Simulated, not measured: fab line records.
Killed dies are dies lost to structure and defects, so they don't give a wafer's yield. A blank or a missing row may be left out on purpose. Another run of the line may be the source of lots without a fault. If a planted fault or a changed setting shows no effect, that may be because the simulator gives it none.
fab line records | flow sky130
record: lots: 14 wafers: 42 lastDay: 50
route steps=708 shown LOCAL_INTERCONNECT@398 CONTACT@407
lots with no fault: from the same line, run without faults
startH: hours from the record's first day to the start of the lot's first wafer shown | waitH: time in hours since the lot's previous step | " unchanged from the row above | L1.1+2: a single row standing in for several wafers | - no value, or no start was given | * or withheld: withheld | < > ~ a bound
route shown NAME@n: a module of which the file shows steps, and the number in the route of the first | usual: mean/standard deviation taken from wafers without a fault | same: alike in all rows | chamber/n: place in a boat | sites: the reading at each site | _std_site: standard deviation of those values | _edge_site: mean of outer sites minus mean of inner sites | radiusMm: how far each site lies from the wafer's centre | mask NAME#n: copy n | behind: the most recent tool/chamber to have shaped the wafer | hold: cause of the lot's hold/its duration in hours/its outcome | device: the n, p or np transistor that did not switch | end of line: the same wafers' tests at the end of the route | a step given without rows: its recipe and nothing more | killed: count of dies lost to structure and defects at first sort (not the wafer's yield) | map: shows each die of a wafer: x if killed, . if not, _ if none is there
set.NAME: the setting as run; set.NAME@STEP: as run at that earlier step | model.NAME: the simulator's own value behind a step, which no gauge read
a sample of lots followed through the steps of the route, with each step as a table and each wafer as a row
services: the hour from which a tool's chamber was out of use, counted from the record's first day as startH (under 0 if before that day), plus the number of hours and why
== steps ==
step: SKY_LOCAL_INTERCONNECT_CD_MEAS_11
recipe: targetCdNm: 170
usual: cdNm: 169.8/1.6
columns lot.wafer tool chamber startH waitH cdNm
L440.1 cdSem-01 - 703.27 - 172.6
L440.3 " - " " 171.4
L440.5 " - " " 170.8
L442.2 cdSem-02 - 721.39 - 165.8
L442.5 " - " " 166.3
L442.6 " - " " 168.3
L443.1 cdSem-01 - 722.13 - 171.1
L443.4 " - " " 170.5
L443.6 " - " " 170.2
L444.1 cdSem-01 - 733.77 - 169.3
L444.4 " - " " 170.0
L444.6 " - " " 170.7
L450.1 cdSem-02 - 793.47 - 171.0
L450.2 " - " " 168.5
L450.5 " - " " 170.2
L452.2 cdSem-01 - 798.24 - 170.4
L452.3 " - " " 171.5
L452.5 " - " " 171.7
L453.1 cdSem-01 - 807.01 - 169.4
L453.2 " - " " 168.5
L453.3 " - " " 169.9
L454.1 cdSem-02 - 816.47 - 169.2
L454.2 " - " " 170.7
L454.6 " - " " 169.4
L455.1 cdSem-01 - 827.28 - 171.3
L455.2 " - " " 169.8
L455.4 " - " " 170.7
L456.3 cdSem-02 - 827.96 - 169.1
L456.5 " - " " 169.5
L456.6 " - " " 167.6
L457.3 cdSem-01 - 839.07 - 168.5
L457.4 " - " " 169.2
L457.6 " - " " 169.9
L459.1 cdSem-02 - 845.47 - 167.8
L459.2 " - " " 167.4
L459.5 " - " " 166.8
L460.2 cdSem-01 - 850.60 - 169.0
L460.3 " - " " 169.5
L460.4 " - " " 168.5
L463.2 cdSem-02 - 871.94 - 170.0
L463.4 " - " " 168.9
L463.5 " - " " 169.3
step: SKY_LOCAL_INTERCONNECT_METAL_ETCH_14
recipe: targetDepthNm: 110 stopOn: PSG chemistry: Cl2/BCl3 target: TiN resistSidewallDeg: 88 pressureMtorr: 10 icpW: 900 biasW: 48.5 Cl2_flow_sccm: 60 bcl3FlowSccm: 30 timeS: 31.4
usual: drypumpMotorCurrentA: 6.14/0.22 oesProductAu: 0.942/0.0077 throttleValvePct: 21.900/0.011
same: timeS: 31.4
columns lot.wafer tool chamber startH waitH drypumpMotorCurrentA oesProductAu rfHoursCounterH throttleValvePct
L440.1 rieMetal-02 1 703.49 0.0 6.08 0.951 11 21.889
L440.3 " 0 " " 6.51 0.952 - 21.869
L440.5 " 1 " " 6.08 0.945 - 21.897
L442.2 rieMetal-02 1 721.59 0.0 6.08 0.941 12 21.892
L442.5 " 0 " " 6.53 0.939 - 21.915
L442.6 " 1 " " 6.10 0.942 - 21.896
L443.1 rieMetal-01 0 722.41 0.1 6.27 0.944 7 21.920
L443.4 " 0 " " 6.24 0.960 - 21.880
L443.6 " 0 " " 6.24 0.927 - 21.916
L444.1 rieMetal-03 0 734.06 0.1 5.97 0.946 10 21.897
L444.4 " 0 " " 5.99 0.939 - 21.882
L444.6 " 0 " " 5.99 0.941 - 21.886
L450.1 rieMetal-03 0 793.75 0.1 5.96 0.921 13 21.909
L450.2 " 0 " " 6.00 0.939 - 21.909
L450.5 " 0 " " 5.98 0.939 - 21.902
L452.2 rieMetal-02 1 798.43 0.0 6.06 0.951 16 21.891
L452.3 " 1 " " 6.07 0.944 - 21.896
L452.5 " 0 " " 6.54 0.942 - 21.924
L453.1 rieMetal-03 0 807.30 0.1 5.95 0.930 14 21.897
L453.2 " 0 " " 6.01 0.947 - 21.895
L453.3 " 0 " " 5.97 0.946 - 21.891
L454.1 rieMetal-03 0 816.75 0.1 5.98 0.956 15 21.881
L454.2 " 0 " " 5.96 0.941 - 21.895
L454.6 " 0 " " 6.00 0.950 - 21.888
L455.1 rieMetal-02 0 827.50 0.0 6.57 0.937 3 21.901
L455.2 " 1 " " 6.09 0.941 16 21.893
L455.4 " 0 " " 6.56 0.957 - 21.887
L456.3 rieMetal-01 1 828.15 0.0 6.06 0.923 - 21.907
L456.5 " 1 " " 6.08 0.934 - 21.904
L456.6 " 0 " " 6.27 0.941 - 21.903
L457.3 rieMetal-01 1 839.29 0.1 6.05 0.949 - 21.898
L457.4 " 0 " " 6.27 0.947 - 21.900
L457.6 " 0 " " 6.27 0.941 - 21.894
L459.1 rieMetal-03 0 845.69 0.0 6.01 0.938 16 21.891
L459.2 " 1 " " 5.62 0.948 7 21.903
L459.5 " 1 " " 5.63 0.936 - 21.908
L460.2 rieMetal-01 0 850.82 0.1 6.25 0.938 11 21.892
L460.3 " 0 " " 6.27 0.939 - 21.908
L460.4 " 1 " " 6.04 0.946 - 21.888
L463.2 rieMetal-01 1 872.13 0.0 6.04 0.947 0 21.884
L463.4 " 0 " " 6.27 0.943 - 21.903
L463.5 " 1 " " 6.05 0.949 - 21.897
step: SKY_CONTACT_THK_MEAS_01
recipe: reads: Si3N4_of_CONTACT_CVD_00
usual: CONTACT_CVD_00_THK: 74.9/1.2
columns lot.wafer tool chamber startH waitH CONTACT_CVD_00_THK[nm]
L440.1 filmMetro-01 - 704.18 - 75.1
L440.3 " - " " 74.0
L440.5 " - " " 75.5
L442.2 filmMetro-01 - 722.28 - 73.8
L442.5 " - " " 75.4
L442.6 " - " " 75.5
L443.1 filmMetro-01 - 723.14 - 74.9
L443.4 " - " " 76.6
L443.6 " - " " 76.2
L444.1 filmMetro-01 - 734.84 - 73.9
L444.4 " - " " 75.7
L444.6 " - " " 74.8
L450.1 filmMetro-04 - 794.50 - 76.6
L450.2 " - " " 75.5
L450.5 " - " " 75.2
L452.2 filmMetro-04 - 799.16 - 73.7
L452.3 " - " " 73.2
L452.5 " - " " 74.8
L453.1 filmMetro-02 - 808.02 - 74.8
L453.2 " - " " 72.9
L453.3 " - " " 75.0
L454.1 filmMetro-01 - 817.56 - 74.4
L454.2 " - " " 74.9
L454.6 " - " " 77.6
L455.1 filmMetro-02 - 828.22 - 73.7
L455.2 " - " " 74.4
L455.4 " - " " 75.5
L456.3 filmMetro-01 - 828.83 - 75.0
L456.5 " - " " 74.7
L456.6 " - " " 75.2
L457.3 filmMetro-04 - 839.99 - 75.3
L457.4 " - " " 75.0
L457.6 " - " " 76.6
L459.1 filmMetro-04 - 846.38 - 74.8
L459.2 " - " " 74.5
L459.5 " - " " 74.8
L460.2 filmMetro-02 - 851.54 - 75.5
L460.3 " - " " 73.4
L460.4 " - " " 76.9
L463.2 filmMetro-01 - 872.84 - 73.7
L463.4 " - " " 74.1
L463.5 " - " " 72.2
step: SKY_CONTACT_HDPCVD_02
recipe: material: SiO2 targetThkNm: 565 sigmaOpenFrac: 0.3 timeS: 94.2 tempC: 600 sih4FlowSccm: 60 pressureMtorr: 6
usual: sih4FlowSccm: 59.98/0.18
same: timeS: 94.2
columns lot.wafer tool chamber startH waitH sih4FlowSccm
L440.1 hdpcvd-01 0 704.24 0.1 59.65
L440.3 " 1 " " 59.94
L440.5 " 1 " " 60.18
L442.2 hdpcvd-02 0 722.33 0.0 60.29
L442.5 " 0 " " 60.02
L442.6 " 1 " " 60.08
L443.1 hdpcvd-02 1 723.20 0.1 59.70
L443.4 " 0 " " 47.93
L443.6 " 2 " " 60.17
L444.1 hdpcvd-02 0 734.90 0.1 48.33
L444.4 " 1 " " 60.09
L444.6 " 0 " " 48.04
L450.1 hdpcvd-01 1 794.56 0.1 60.08
L450.2 " 0 " " 60.02
L450.5 " 1 " " 60.31
L452.2 hdpcvd-01 2 799.21 0.0 59.82
L452.3 " 0 " " 60.09
L452.5 " 0 " " 59.87
L453.1 hdpcvd-01 0 808.08 0.1 60.39
L453.2 " 2 " " 59.81
L453.3 " 1 " " 59.92
L454.1 hdpcvd-02 2 817.62 0.1 60.14
L454.2 " 1 " " 59.93
L454.6 " 1 " " 59.80
L455.1 hdpcvd-02 0 828.28 0.1 59.91
L455.2 " 2 " " 59.55
L455.4 " 1 " " 59.98
L456.3 hdpcvd-01 2 828.87 0.0 59.93
L456.5 " 0 " " 59.98
L456.6 " 2 " " 59.83
L457.3 hdpcvd-02 2 840.03 0.0 60.08
L457.4 " 1 " " 59.99
L457.6 " 2 " " 59.72
L459.1 hdpcvd-01 0 846.44 0.1 59.94
L459.2 " 2 " " 60.12
L459.5 " 2 " " 59.97
L460.2 hdpcvd-02 0 851.59 0.0 60.06
L460.3 " 1 " " 60.21
L460.4 " 2 " " 59.84
L463.2 hdpcvd-01 2 872.89 0.0 60.10
L463.4 " 1 " " 59.77
L463.5 " 0 " " 59.97
step: SKY_CONTACT_THK_MEAS_03
recipe: reads: SiO2_of_CONTACT_HDPCVD_02
usual: CONTACT_HDPCVD_THK: 566/5.2
columns lot.wafer tool chamber startH waitH CONTACT_HDPCVD_THK[nm]
L440.1 filmMetro-04 - 704.30 0.0 568
L440.3 " - " " 565
L440.5 " - " " 565
L442.2 filmMetro-04 - 722.41 0.0 560
L442.5 " - " " 567
L442.6 " - " " 566
L443.1 filmMetro-04 - 723.27 0.0 564
L443.4 " - " " 444
L443.6 " - " " 565
L444.1 filmMetro-04 - 734.97 0.0 443
L444.4 " - " " 570
L444.6 " - " " 447
L450.1 filmMetro-02 - 794.63 0.0 564
L450.2 " - " " 563
L450.5 " - " " 569
L452.2 filmMetro-01 - 799.29 0.0 563
L452.3 " - " " 565
L452.5 " - " " 557
L453.1 filmMetro-04 - 808.15 0.0 552
L453.2 " - " " 566
L453.3 " - " " 566
L454.1 filmMetro-01 - 817.69 0.0 565
L454.2 " - " " 571
L454.6 " - " " 568
L455.1 filmMetro-04 - 828.35 0.0 568
L455.2 " - " " 569
L455.4 " - " " 567
L456.3 filmMetro-02 - 828.96 0.1 571
L456.5 " - " " 565
L456.6 " - " " 566
L457.3 filmMetro-01 - 840.12 0.1 570
L457.4 " - " " 567
L457.6 " - " " 570
L459.1 filmMetro-01 - 846.51 0.0 560
L459.2 " - " " 572
L459.5 " - " " 571
L460.2 filmMetro-01 - 851.67 0.0 570
L460.3 " - " " 575
L460.4 " - " " 576
L463.2 filmMetro-02 - 872.97 0.0 568
L463.4 " - " " 565
L463.5 " - " " 561
step: SKY_CONTACT_CMP_04
recipe: material: SiO2 downForcePsi: 4 platenRpm: 60 padVelocityMS: 0.94248
usual: motorCurrentA: 12.6/1.8 timeToEndpointS: 81/4.1
columns lot.wafer tool chamber startH waitH motorCurrentA timeToEndpointS
L440.1 cmp-02 1 704.36 0.1 12.1 86
L440.3 " 2 " " 12.5 78
L440.5 " 1 " " 11.8 84
L442.2 cmp-01 3 722.56 0.1 9.6 75
L442.5 " 1 " " 13.5 82
L442.6 " 2 " " 13.4 81
L443.1 cmp-01 0 723.33 0.1 12.7 76
L443.4 " 3 " " 9.5 35
L443.6 " 1 " " 13.6 78
L444.4 cmp-02 3 735.25 0.2 14.5 84
L444.1 " 0 " " 10.1 36
L444.6 " 1 " " 12.2 40
L450.1 cmp-02 2 794.69 0.1 13.5 79
L450.2 " 3 " " 15.2 80
L450.5 " 2 " " 14.2 79
L452.3 cmp-01 2 799.39 0.1 13.4 88
L452.2 " 0 " " 12.0 76
L452.5 " 1 " " 13.3 79
L453.2 cmp-02 1 808.21 0.0 11.8 88
L453.3 " 2 " " 13.7 82
L453.1 " 0 " " 11.7 72
L454.1 cmp-02 1 817.80 0.1 11.7 84
L454.2 " 2 " " 13.1 80
L454.6 " 0 " " 11.2 75
L455.4 cmp-02 3 828.46 0.1 15.5 83
L455.2 " 0 " " 10.5 75
L455.1 " 1 " " 11.5 85
L456.3 cmp-02 2 829.00 0.0 13.8 81
L456.6 " 2 " " 13.9 77
L456.5 " 3 " " 14.7 79
L457.3 cmp-02 0 840.21 0.1 10.5 77
L457.4 " 2 " " 13.0 77
L457.6 " 3 " " 15.0 80
L459.1 cmp-02 0 846.62 0.1 10.6 75
L459.2 " 2 " " 13.6 79
L459.5 " 0 " " 10.8 77
L460.3 cmp-01 2 851.72 0.0 14.4 87
L460.2 " 3 " " 9.4 81
L460.4 " 0 " " 11.7 82
L463.2 cmp-01 2 873.02 0.0 14.4 83
L463.4 " 1 " " 14.2 83
L463.5 " 2 " " 14.8 83
== services ==
columns tool chamber startH hours kind
cmp-01 - 686.40 0.2 repair
rieMetal-03 1 695.42 127.2 repair
rieMetal-01 1 708.70 19.3 repair
hdpcvd-01 - 718.18 6.0 pm
hdpcvd-02 - 724.21 0.8 repair
rieMetal-02 0 728.34 - clean
cmp-01 - 732.94 5.1 pm
cmp-02 - 751.43 4.0 pm
cmp-02 - 755.43 - consumableReplace:conditioner
cmp-02 - 755.43 - consumableReplace:pad
hdpcvd-01 - 756.36 4.3 pm
hdpcvd-01 0 761.16 1.7 repair
cmp-01 - 781.66 5.1 pm
hdpcvd-01 1 782.89 8.8 repair
cmp-01 - 788.21 1.5 repair
rieMetal-02 1 800.66 10.9 repair
cmp-02 - 809.67 6.1 repair
cmp-02 - 821.56 0.5 repair
cmp-02 - 848.98 3.1 repair
cmp-02 - 852.05 6.3 pm
rieMetal-01 1 852.15 1.1 repair
rieMetal-01 1 853.27 - clean
rieMetal-01 1 853.27 14.5 scheduledDown
rieMetal-01 1 853.27 14.5 ventCycle
== key ==
firstSign: step: SKY_CONTACT_HDPCVD_02 reading: sih4FlowSccm direction: down sigmas: 66 usual: 59.98 struck: 48.10
effect: step: SKY_CONTACT_THK_MEAS_03 reading: CONTACT_HDPCVD_THK direction: down sigmas: 24 usual: 566 struck: 444
effect: step: SKY_CONTACT_CMP_04 reading: timeToEndpointS direction: down sigmas: 11 usual: * struck: *
metAt SKY_CONTACT_HDPCVD_02
struckLots L443,L444
struckWafers L443.4,L444.1,L444.6
sortLeftOut L444.1,L444.6
testerLeftOut L443,L444
notActingAt SKY_LOCAL_INTERCONNECT_CD_MEAS_11,SKY_LOCAL_INTERCONNECT_METAL_ETCH_14,SKY_CONTACT_THK_MEAS_01
onsetBetween 722.33 723.20
fault: kind: processParameterDrift tool: hdpcvd-02 chamber: 0 onsetH: 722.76 steps: SKY_CONTACT_HDPCVD_02 channel: sih4FlowSccm offset: -12 shape: step endH: 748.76 actsIn: theseRecipesOnly stated: 60
testerLeftOut: of these lots the tester's yield and bins aren't shown, on N5 and GAA mostly nor the transistor test; their killed dies are dies lost to structure and defects alone, not to doping, threshold or leakage, so they don't give the yield
sortLeftOut: the simulated sort isn't trusted on such a fault, so these wafers' sort isn't shown, and their yield isn't known
